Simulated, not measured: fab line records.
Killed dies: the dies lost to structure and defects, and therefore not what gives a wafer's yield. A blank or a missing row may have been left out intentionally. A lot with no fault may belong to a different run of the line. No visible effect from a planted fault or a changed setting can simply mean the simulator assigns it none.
What tool caused it? | flow gf180mcu | 6 lots with 18 wafers sampled at 2 steps, on a route of 602 steps

## WHAT EACH GAUGE READ, for each wafer
GF_STI_THK_MEAS_04.
lot  | measured    | on           | STI_CVD_03_THK (nm)
L312 | day 2 09:58 | filmMetro-04 | 209.8 207.5 208.9
L317 | day 3 12:50 | filmMetro-03 | 244.2 244.7 244.5
L321 | day 4 08:36 | filmMetro-01 | 208.3 208.1 206.0
L325 | day 5 02:34 | filmMetro-01 | 207.6 208.6 206.7
L329 | day 6 00:13 | filmMetro-03 | 209.6 209.5 208.3
L331 | day 6 08:34 | filmMetro-03 | 207.0 206.9 208.2

## EACH LOT AND THE TOOL THAT RAN IT (in order: tool; ch and the chambers of the sampled wafers; start)
lot  | GF_STI_CVD_03
L312 | lpcvd-02 ch 1, day 2 07:58
L317 | lpcvd-01 ch 1, day 3 10:50
L321 | lpcvd-02 ch 0, day 4 06:37
L325 | lpcvd-02 ch 0, day 5 00:34
L329 | lpcvd-02 ch 1, day 5 22:14
L331 | lpcvd-01 ch 1, day 6 06:34
- GF_STI_CVD_03: deposits Si3N4 from DCS/NH3, target thk 207.16 nm, time 3551 s.

## THE ANSWER, worked out from the rows above alone
Rule: what is usual is taken from the lots themselves. The widest of any qualifying gaps counts: lots, ordered by their means at a reading, are off when they make up no more than a third of the lots, leave a main group of 4 or more, and stand apart from it by 3 or more times the standard deviation of that group's means. A main group whose means are all the same, to the digits that the tables above print for the reading, isn't used. A lot without any number at a reading at which 4 lots or more have one is off too. Any other lot the step has rows for is counted as sound.
Off: at GF_STI_THK_MEAS_04 (STI_CVD_03_THK), L317. The main group: mean 208.1 nm, standard deviation 0.72.
If a tool, at a process step before that reading, ran all the lots that are off and no sound lot after the first of them, it fits. The gauges at GF_STI_THK_MEAS_04 are tried like those tools. None of those tried fits.

## WHAT HAD BEEN PUT IN BY THE SIMULATOR
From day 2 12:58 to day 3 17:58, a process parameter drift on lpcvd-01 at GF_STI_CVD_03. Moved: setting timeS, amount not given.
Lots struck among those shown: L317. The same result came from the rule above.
